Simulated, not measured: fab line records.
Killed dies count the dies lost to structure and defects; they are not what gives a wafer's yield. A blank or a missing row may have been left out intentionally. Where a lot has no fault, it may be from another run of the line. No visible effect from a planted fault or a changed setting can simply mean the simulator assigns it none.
Chamber matching :: flow sky130 :: cmp-02 running SKY_VIA3_CMP_02: 4 sister chambers
The step polishes SiO2. 20 wafers are shown with their chamber, then 10 later ones without.

## WAFERS, EACH WITH ITS CHAMBER
wafer: L078.2
chamber: 3
motor_current_A (A): 10.6
edge_zone_pressure_frac: 1.008

wafer: L078.4
chamber: 2
motor_current_A (A): 11.8
edge_zone_pressure_frac: 0.997

wafer: L078.5
chamber: 3
motor_current_A (A): 11.3
edge_zone_pressure_frac: 1.006

wafer: L082.1
chamber: 1
motor_current_A (A): 10.2
edge_zone_pressure_frac: 1.001

wafer: L082.4
chamber: 2
motor_current_A (A): 11.6
edge_zone_pressure_frac: 0.991

wafer: L082.6
chamber: 3
motor_current_A (A): 10.8
edge_zone_pressure_frac: 0.991

wafer: L086.3
chamber: 2
motor_current_A (A): 11.9
edge_zone_pressure_frac: 1.009

wafer: L086.5
chamber: 2
motor_current_A (A): 11.2
edge_zone_pressure_frac: 1.005

wafer: L086.6
chamber: 3
motor_current_A (A): 10.7
edge_zone_pressure_frac: 1.004

wafer: L087.2
chamber: 2
motor_current_A (A): 10.9
edge_zone_pressure_frac: 0.998

wafer: L087.4
chamber: 1
motor_current_A (A): 10.4
edge_zone_pressure_frac: 0.988

wafer: L087.6
chamber: 2
motor_current_A (A): 10.8
edge_zone_pressure_frac: 1.003

wafer: L088.2
chamber: 1
motor_current_A (A): 9.9
edge_zone_pressure_frac: 0.997

wafer: L088.3
chamber: 2
motor_current_A (A): 11.2
edge_zone_pressure_frac: 1.009

wafer: L088.5
chamber: 2
motor_current_A (A): 11.8
edge_zone_pressure_frac: 1.005

wafer: L089.2
chamber: 3
motor_current_A (A): 11.0
edge_zone_pressure_frac: 1.007

wafer: L089.3
chamber: 0
motor_current_A (A): 11.2
edge_zone_pressure_frac: 1.005

wafer: L089.4
chamber: 2
motor_current_A (A): 11.7
edge_zone_pressure_frac: 0.987

wafer: L090.1
chamber: 2
motor_current_A (A): 11.0
edge_zone_pressure_frac: 0.999

wafer: L090.2
chamber: 0
motor_current_A (A): 11.6
edge_zone_pressure_frac: 1.000

SIGNATURES (averages over the wafers above)
reading: motor_current_A
chamber 0: 11.400
chamber 1: 10.167
chamber 2: 11.390
chamber 3: 10.880
scatter within a chamber: 0.359

reading: edge_zone_pressure_frac
chamber 0: 1.00250
chamber 1: 0.99533
chamber 2: 1.00030
chamber 3: 1.00320
scatter within a chamber: 0.00698
Rule: a wafer lies at a distance from a chamber equal to the root of the sum of squares, over the readings, of (its reading less the chamber's mean, divided by the reading's scatter). If the next closest chamber is less than 2 further off than the closest, the wafer can't be placed; otherwise it belongs to the closest. The scatter is the square root of a quotient: the sum, over the shown wafers, of each reading's squared deviation from its chamber's mean, divided by wafers minus chambers.

## WAFERS WITH NO CHAMBER GIVEN
wafer: L090.5
motor_current_A (A): 11.6
edge_zone_pressure_frac: 1.000

wafer: L091.1
motor_current_A (A): 11.0
edge_zone_pressure_frac: 1.003

wafer: L091.4
motor_current_A (A): 10.5
edge_zone_pressure_frac: 1.004

wafer: L091.5
motor_current_A (A): 11.2
edge_zone_pressure_frac: 1.004

wafer: L093.1
motor_current_A (A): 10.8
edge_zone_pressure_frac: 1.003

wafer: L093.2
motor_current_A (A): 10.1
edge_zone_pressure_frac: 1.003

wafer: L093.6
motor_current_A (A): 11.6
edge_zone_pressure_frac: 0.997

wafer: L094.4
motor_current_A (A): 11.2
edge_zone_pressure_frac: 1.010

wafer: L094.5
motor_current_A (A): 10.9
edge_zone_pressure_frac: 1.005

wafer: L094.6
motor_current_A (A): 11.1
edge_zone_pressure_frac: 1.003

## WHICH CHAMBER EACH WENT THROUGH
wafer: L090.5
from the rows above: can't be placed: 2 or 0 or 3
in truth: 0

wafer: L091.1
from the rows above: can't be placed: 3 or 0 or 2
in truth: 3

wafer: L091.4
from the rows above: can't be placed: 3 or 1 or 0 or 2
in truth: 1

wafer: L091.5
from the rows above: can't be placed: 0 or 2 or 3
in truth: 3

wafer: L093.1
from the rows above: can't be placed: 3 or 0 or 2 or 1
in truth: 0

wafer: L093.2
from the rows above: can't be placed: 1 or 3
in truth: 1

wafer: L093.6
from the rows above: can't be placed: 2 or 0 or 3
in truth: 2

wafer: L094.4
from the rows above: can't be placed: 0 or 3 or 2
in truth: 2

wafer: L094.5
from the rows above: can't be placed: 3 or 0 or 2
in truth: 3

wafer: L094.6
from the rows above: can't be placed: 3 or 0 or 2
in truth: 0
Correct placement for 0 of the 10. These rows do not allow placing 10 (true chamber among the candidates in 10). Placed wrongly: 0.
